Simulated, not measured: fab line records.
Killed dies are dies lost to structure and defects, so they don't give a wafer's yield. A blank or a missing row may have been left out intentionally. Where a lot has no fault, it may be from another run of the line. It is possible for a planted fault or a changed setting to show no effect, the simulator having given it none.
Which tool is to blame? || flow gf180mcu || 7 lots, 21 wafers sampled, at 4 steps of a route of 602

== WHAT EACH GAUGE READ, for each wafer ==
GF_CONTACT_OVL_MEAS_15.
{"lot": "L394", "measured": "day 17 03:17", "on": "overlay-01", "CONTACT_OVL (nm)": "-3 6 0"}
{"lot": "L398", "measured": "day 19 07:29", "on": "overlay-01", "CONTACT_OVL (nm)": "-1 -4 -5"}
{"lot": "L400", "measured": "day 19 16:47", "on": "overlay-01", "CONTACT_OVL (nm)": "42 37 48"}
{"lot": "L404", "measured": "day 21 04:56", "on": "overlay-01", "CONTACT_OVL (nm)": "-6 -10 5"}
{"lot": "L408", "measured": "day 22 09:23", "on": "overlay-01", "CONTACT_OVL (nm)": "-8 5 1"}
{"lot": "L410", "measured": "day 22 22:23", "on": "overlay-01", "CONTACT_OVL (nm)": "-1 5 0"}
{"lot": "L413", "measured": "day 23 22:14", "on": "overlay-01", "CONTACT_OVL (nm)": "-5 16 -3"}

== TOOL THAT RAN EACH LOT (tool first, then ch and the chambers of the sampled wafers, then the start) ==
{"lot": "L394", "GF_SALICIDE_SPUTTER_02": "pvd-sputter-01, day 16 03:37", "GF_CONTACT_CVD_02": "pecvd-01 ch 0,2, day 16 04:15", "GF_CONTACT_EXPOSE_11": "krf-scanner-01 ch 0, day 16 15:50"}
{"lot": "L398", "GF_SALICIDE_SPUTTER_02": "pvd-sputter-03, day 18 05:40", "GF_CONTACT_CVD_02": "pecvd-03 ch 0,1, day 18 06:17", "GF_CONTACT_EXPOSE_11": "krf-scanner-01 ch 0, day 18 18:28"}
{"lot": "L400", "GF_SALICIDE_SPUTTER_02": "pvd-sputter-04, day 18 14:50", "GF_CONTACT_CVD_02": "pecvd-04 ch 1,2, day 18 15:40", "GF_CONTACT_EXPOSE_11": "krf-scanner-01 ch 0, day 19 04:37"}
{"lot": "L404", "GF_SALICIDE_SPUTTER_02": "pvd-sputter-03, day 20 03:25", "GF_CONTACT_CVD_02": "pecvd-01 ch 0,1, day 20 04:08", "GF_CONTACT_EXPOSE_11": "krf-scanner-02 ch 0, day 20 16:21"}
{"lot": "L408", "GF_SALICIDE_SPUTTER_02": "pvd-sputter-03, day 21 08:28", "GF_CONTACT_CVD_02": "pecvd-03 ch 0,1, day 21 09:05", "GF_CONTACT_EXPOSE_11": "krf-scanner-02 ch 0, day 21 21:11"}
{"lot": "L410", "GF_SALICIDE_SPUTTER_02": "pvd-sputter-01, day 21 21:58", "GF_CONTACT_CVD_02": "pecvd-01 ch 1,2, day 21 22:35", "GF_CONTACT_EXPOSE_11": "krf-scanner-02 ch 0, day 22 11:26"}
{"lot": "L413", "GF_SALICIDE_SPUTTER_02": "pvd-sputter-03, day 22 21:46", "GF_CONTACT_CVD_02": "pecvd-04 ch 0,2, day 22 22:24", "GF_CONTACT_EXPOSE_11": "krf-scanner-02 ch 0, day 23 10:47"}
- GF_SALICIDE_SPUTTER_02: material Co, target thk 10 nm, time 20 s.
- GF_CONTACT_CVD_02: deposits SiO2 from TEOS, target thk 860 nm, time 95.992 s.
- GF_CONTACT_EXPOSE_11: exposes mask Contact, target cd 220 nm.

== THE ANSWER, worked out from the rows above alone ==
Rule: the lots themselves supply what counts as usual. Put in order of their means at a reading, lots are off if they are a third of the lots or fewer, leave a main group of 4 or more, and stand apart from it by a gap of 3 or more times the standard deviation of the main group's means; of several such gaps the widest counts. If all means in a main group match to the digits the tables above print for the reading, that group is not used. A lot without any number at a reading at which 4 lots or more have one is off too. Where the step has rows for the other lots, those lots are counted as sound.
Off: L400, seen at GF_CONTACT_OVL_MEAS_15 (CONTACT_OVL). Main group: mean -0 nm, sd 2.4.
A tool fits if, at a process step before that reading, it ran every lot that is off, and no sound lot after the first of them. Those tools and the gauges at GF_CONTACT_OVL_MEAS_15 are tried in the same way. 2 tools fit, pvd-sputter-04 at GF_SALICIDE_SPUTTER_02 and krf-scanner-01 at GF_CONTACT_EXPOSE_11, so this cannot tell which one it is.

== WHAT THE SIMULATOR HAD PUT IN ==
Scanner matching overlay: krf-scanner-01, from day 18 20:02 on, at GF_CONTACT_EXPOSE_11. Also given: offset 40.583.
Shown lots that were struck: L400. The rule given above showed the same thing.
